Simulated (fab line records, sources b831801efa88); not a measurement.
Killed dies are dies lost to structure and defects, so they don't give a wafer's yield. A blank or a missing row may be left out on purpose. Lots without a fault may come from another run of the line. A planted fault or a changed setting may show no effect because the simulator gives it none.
fab line records | flow sky130
record lots=11 wafers=33 last_day=50
route steps=708 shown VIA1@481 METAL2@484 CAPM@550 METAL3@567
lots that met no fault: from a run of the same line without faults
start_h: hours from the record's first day to the start of the lot's first wafer shown | wait_h: hours since the lot's step before | " the same as in the row above | L1.1+2: a row that stands for several wafers | - no value, or no start given | * or withheld: withheld | < > ~ a bound
route shown NAME@n: a module of which the file shows steps, and the number in the route of the first | usual: mean/standard deviation of fault-free wafers | same: alike in all rows | chamber/n: place in a boat | sites: the reading at each site | _std_site: their standard deviation | _edge_site: outer sites' mean less inner sites' | radius_mm: how far each site lies from the wafer's centre | mask NAME#n: copy n | behind: the tool/chamber that last shaped the wafer | hold: why the lot was held/for how many hours/how that ended | device: the transistor (n, p or np) that didn't switch | end of line: the same wafers' tests at the end of the route | a step without rows: its recipe alone | killed: dies lost to structure and defects at the first sort, not the wafer's yield | map: a wafer's dies, x killed, . not, _ none there
set.NAME: the setting as run; set.NAME@STEP: as run at that earlier step | model.NAME: the simulator's own value behind a step, which no gauge read
steps of the route over a sample of lots; a table a step, a row a wafer
services: from which hour (start_h, from the record's first day; less than 0 if before it) a tool's chamber was out of use, for how many hours, and why
## steps
# step SKY_VIA1_THK_MEAS_23
# recipe thk_meas_gauge=xrf reads=W_of_VIA1_CVD_21
# usual VIA1_W_THK=267/3.8
# columns lot.wafer tool chamber start_h wait_h VIA1_W_THK[nm]
L545.2 film_metro-04 - 799.36 0.1 269
L545.4 " - " " 268
L545.6 " - " " 268
L546.1 film_metro-04 - 807.53 0.1 267
L546.3 " - " " 267
L546.5 " - " " 268
L548.1 film_metro-03 - 826.14 0.1 270
L548.2 " - " " 267
L548.6 " - " " 269
L549.2 film_metro-03 - 829.01 0.1 270
L549.3 " - " " 264
L549.5 " - " " 267
L550.3 film_metro-04 - 843.42 0.1 266
L550.4 " - " " 269
L550.5 " - " " 265
L556.1 film_metro-03 - 892.58 0.1 274
L556.3 " - " " 274
L556.5 " - " " 270
L557.3 film_metro-04 - 892.92 0.1 266
L557.5 " - " " 267
L557.6 " - " " 264
L558.3 film_metro-04 - 897.14 0.1 262
L558.4 " - " " 268
L558.6 " - " " 269
L562.1 film_metro-02 - 926.06 0.1 267
L562.5 " - " " 268
L562.6 " - " " 262
L564.4 film_metro-04 - 940.95 0.1 262
L564.5 " - " " 264
L564.6 " - " " 270
L565.1 film_metro-03 - 945.59 0.1 274
L565.5 " - " " 272
L565.6 " - " " 269
# step SKY_METAL2_SPUTTER_01
# recipe material=TiN target_thk_nm=20 power_w=6500 time_s=16.7 chamber_pressure_pa=0.4
# usual throttle_valve_pct=30.2/1
# same time_s=16.7
# columns lot.wafer tool chamber start_h wait_h throttle_valve_pct
L545.2 pvd_sputter-01 - 799.73 0.0 31.4
L545.4 " - " " 31.8
L545.6 " - " " 31.3
L546.1 pvd_sputter-02 - 807.92 0.0 29.6
L546.3 " - " " 30.9
L546.5 " - " " 31.1
L548.1 pvd_sputter-01 - 826.53 0.0 31.5
L548.2 " - " " 31.8
L548.6 " - " " 29.3
L549.2 pvd_sputter-04 - 829.38 0.0 29.9
L549.3 " - " " 29.0
L549.5 " - " " 30.0
L550.3 pvd_sputter-02 - 843.78 0.0 29.3
L550.4 " - " " 30.9
L550.5 " - " " 30.8
L556.1 pvd_sputter-01 - 892.97 0.0 31.9
L556.3 " - " " 31.6
L556.5 " - " " 31.9
L557.3 pvd_sputter-02 - 893.28 0.0 29.1
L557.5 " - " " 31.0
L557.6 " - " " 29.3
L558.3 pvd_sputter-02 - 897.50 0.0 29.2
L558.4 " - " " 29.8
L558.6 " - " " 29.1
L562.1 pvd_sputter-02 - 926.44 0.0 30.1
L562.5 " - " " 29.6
L562.6 " - " " 28.8
L564.4 pvd_sputter-04 - 941.30 0.0 29.7
L564.5 " - " " 30.9
L564.6 " - " " 28.7
L565.1 pvd_sputter-01 - 945.97 0.0 31.8
L565.5 " - " " 29.2
L565.6 " - " " 31.7
# step SKY_METAL2_RS_MEAS_05
# recipe thk_meas_gauge=four-point-probe reads=TiN_of_METAL2_SPUTTER_04+Ti_of_METAL2_SPUTTER_03+AlCu_of_METAL2_SPUTTER_02+TiN_of_METAL2_SPUTTER_01+Ti_of_METAL2_SPUTTER_00
# usual METAL2_ALCU_RS=0.1276/0.0017
# columns lot.wafer tool chamber start_h wait_h METAL2_ALCU_RS[ohm/sq]
L545.2 film_metro-04 - 799.87 0.0 0.1295
L545.4 " - " " 0.1262
L545.6 " - " " 0.1280
L546.1 film_metro-01 - 808.03 0.0 0.1264
L546.3 " - " " 0.1261
L546.5 " - " " 0.1259
L548.1 film_metro-04 - 826.64 0.0 0.1289
L548.2 " - " " 0.1297
L548.6 " - " " 0.1288
L549.2 film_metro-04 - 829.52 0.0 0.1265
L549.3 " - " " 0.1250
L549.5 " - " " 0.1255
L550.3 film_metro-02 - 843.94 0.1 0.1254
L550.4 " - " " 0.1275
L550.5 " - " " 0.1273
L556.1 film_metro-01 - 893.08 0.0 0.1256
L556.3 " - " " 0.1267
L556.5 " - " " 0.1287
L557.3 film_metro-02 - 893.44 0.1 0.1257
L557.5 " - " " 0.1289
L557.6 " - " " 0.1264
L558.3 film_metro-02 - 897.66 0.1 0.1243
L558.4 " - " " 0.1274
L558.6 " - " " 0.1250
L562.1 film_metro-01 - 926.56 0.0 0.1299
L562.5 " - " " 0.1293
L562.6 " - " " 0.1262
L564.4 film_metro-01 - 941.48 0.1 0.1253
L564.5 " - " " 0.1244
L564.6 " - " " 0.1245
L565.1 film_metro-01 - 946.09 0.0 0.1263
L565.5 " - " " 0.1284
L565.6 " - " " 0.1259
# step SKY_CAPM_METAL_ETCH_13
# recipe target_depth_nm=220 stop_on=SiO2 chemistry=Cl2/BCl3 target=TiN pressure_mtorr=10 icp_w=900 bias_w=48.5 Cl2_flow_sccm=60 bcl3_flow_sccm=30 time_s=62.9
# usual drypump_motor_current_A=6.0/0.52 oes_product_au=0.940/0.0079 run_length_s=90.9/0.41 throttle_valve_pct=21.903/0.01
# columns lot.wafer tool chamber start_h wait_h drypump_motor_current_A oes_product_au rf_hours_counter_h run_length_s throttle_valve_pct
L545.2 rie_metal-01 0 883.58 0.0 5.6 0.942 3 91.1 21.893
L545.4 " 1 " " 6.6 0.931 - 90.8 21.911
L545.6 " 0 " " 5.6 0.947 - 90.8 21.895
L546.1 rie_metal-01 1 889.18 0.0 6.6 0.947 7 91.1 21.898
L546.3 " 0 " " 5.6 0.939 - 90.7 21.893
L546.5 " 0 " " 5.6 0.931 - 90.9 21.925
L548.1 rie_metal-03 1 908.33 0.0 6.5 0.939 16 90.3 21.885
L548.2 " 0 " " 5.6 0.935 7 90.8 21.901
L548.6 " 1 " " 6.5 0.933 - 90.8 21.884
L549.2 rie_metal-03 1 910.13 0.0 6.5 0.936 17 90.3 21.909
L549.3 " 1 " " 6.5 0.942 - 90.4 21.929
L549.5 " 1 " " 6.5 0.944 - 90.4 21.920
L550.3 rie_metal-03 1 923.00 0.0 6.5 0.935 - 90.4 21.907
L550.4 " 0 " " 5.6 0.946 - 90.8 21.892
L550.5 " 0 " " 5.6 0.952 - 90.7 21.894
L556.1 rie_metal-01 0 970.03 0.0 5.6 0.940 7 91.0 21.890
L556.3 " 1 " " 6.6 0.942 - 90.8 21.906
L556.5 " 1 " " 6.6 0.951 - 91.0 21.908
L557.3 rie_metal-03 0 971.30 0.0 5.6 0.918 - 92.8 21.908
L557.5 " 1 " " 6.5 0.924 - 92.6 21.928
L557.6 " 0 " " 5.6 0.927 - 93.2 21.911
L558.3 rie_metal-03 1 973.50 0.0 6.5 0.915 - 93.3 21.900
L558.4 " 0 " " 5.6 0.937 - 91.1 21.916
L558.6 " 1 " " 6.5 0.916 - 92.6 21.925
L562.1 rie_metal-04 0 1002.63 0.0 5.1 0.939 11 92.2 21.894
L562.5 " 0 " " 5.1 0.944 - 91.8 21.905
L562.6 " 1 " " 5.8 0.937 - 90.9 21.898
L564.4 rie_metal-04 1 1015.21 0.0 5.8 0.942 - 90.8 21.910
L564.5 " 1 " " 5.8 0.938 - 91.3 21.885
L564.6 " 0 " " 5.1 0.956 - 91.7 21.888
L565.1 rie_metal-01 0 1022.03 0.0 5.6 0.931 11 90.8 21.896
L565.5 " 0 " " 5.6 0.927 - 90.8 21.904
L565.6 " 1 " " 6.7 0.935 - 91.3 21.911
# step SKY_METAL3_ETCH_17
# recipe target=SiO2 stop_on=TiN chemistry=C4F8/O2/Ar source_w=1500 bias_w=1200 pressure_mtorr=40 c4f8_flow_sccm=withheld O2_flow_sccm=6 Ar_flow_sccm=300 time_s=3.9 target_depth_a=150
# usual oes_product_au=0.753/0.0063
# same time_s=3.9
# columns lot.wafer tool chamber start_h wait_h oes_product_au rf_hours_counter_h
L545.2 rie_diel-02 2 910.08 0.1 0.755 2
L545.4 " 3 " " 0.754 20
L545.6 " 0 " " 0.752 -
L546.1 rie_diel-02 1 915.44 0.1 0.748 7
L546.3 " 2 " " 0.745 2
L546.5 " 2 " " 0.769 -
L548.1 rie_diel-04 2 934.91 0.2 0.751 0
L548.2 " 1 " " 0.755 2
L548.6 " 3 " " 0.755 -
L549.2 rie_diel-04 3 935.94 0.1 0.754 4
L549.3 " 1 " " 0.755 2
L549.5 " 2 " " 0.766 -
L550.3 rie_diel-02 3 947.48 0.0 0.751 21
L550.4 " 0 " " 0.757 24
L550.5 " 0 " " 0.764 -
L556.1 rie_diel-02 3 994.88 0.1 0.749 22
L556.3 " 2 " " 0.739 5
L556.5 " 0 " " 0.764 -
L557.3 rie_diel-03 3 996.23 0.0 0.733 5
L557.5 " 0 " " 0.731 -
L557.6 " 3 " " 0.735 -
L558.3 rie_diel-04 1 998.63 0.0 0.727 4
L558.4 " 3 " " 0.754 6
L558.6 " 2 " " 0.741 -
L562.1 rie_diel-04 2 1026.03 0.1 0.745 3
L562.5 " 0 " " 0.746 -
L562.6 " 3 " " 0.760 -
L564.4 rie_diel-02 1 1038.73 0.0 0.763 10
L564.5 " 2 " " 0.757 -
L564.6 " 1 " " 0.746 -
L565.1 rie_diel-04 0 1044.79 0.1 0.751 13
L565.5 " 0 " " 0.768 -
L565.6 " 1 " " 0.769 -
## services
# columns tool chamber start_h hours kind
rie_metal-04 - 791.44 1.0 repair
rie_diel-03 2 809.57 9.7 repair
rie_metal-03 - 810.01 1.4 pm
rie_diel-03 1 812.28 15.3 repair
pvd_sputter-02 - 819.48 4.2 repair
rie_diel-02 2 830.67 4.1 repair
rie_diel-02 1 845.75 3.2 repair
pvd_sputter-04 - 880.82 6.8 repair
rie_metal-04 - 894.34 28.1 pm
pvd_sputter-04 - 901.89 15.8 repair
pvd_sputter-01 - 906.76 4.3 repair
rie_diel-04 0 925.82 8.5 repair
rie_diel-02 1 929.42 10.0 repair
rie_metal-01 - 931.16 4.3 pm
rie_metal-04 - 945.63 1.4 pm
pvd_sputter-02 - 971.06 2.7 repair
rie_diel-02 0 981.71 9.3 repair
pvd_sputter-01 - 990.27 3.0 repair
pvd_sputter-02 - 994.42 3.8 repair
pvd_sputter-02 - 1002.90 4.4 repair
rie_metal-04 - 1006.62 2.8 pm
rie_diel-04 1 1007.97 4.5 repair
pvd_sputter-02 - 1019.95 2.1 repair
rie_diel-04 2 1037.73 9.1 repair
## key
first_sign step=SKY_CAPM_METAL_ETCH_13 reading=run_length_s direction=up sigmas=4.8 usual=* struck=*
effect step=SKY_CAPM_METAL_ETCH_13 reading=oes_product_au direction=down sigmas=2.5 usual=0.940 struck=0.920
effect step=SKY_METAL3_ETCH_17 reading=oes_product_au direction=down sigmas=3.1 usual=0.753 struck=0.734
met_at SKY_CAPM_METAL_ETCH_13
struck_lots L557,L558
struck_wafers L557.3,L557.5,L557.6,L558.3,L558.6
not_acting_at SKY_VIA1_THK_MEAS_23,SKY_METAL2_SPUTTER_01,SKY_METAL2_RS_MEAS_05
onset_between 923.00 971.30
fault kind=process_parameter_drift tool=rie_metal-03 chamber=- onset_h=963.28 steps=SKY_CAPM_METAL_ETCH_13 channel=time_s offset=* shape=step end_h=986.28 scope=struck_wafers_only acts_in=* stated=*
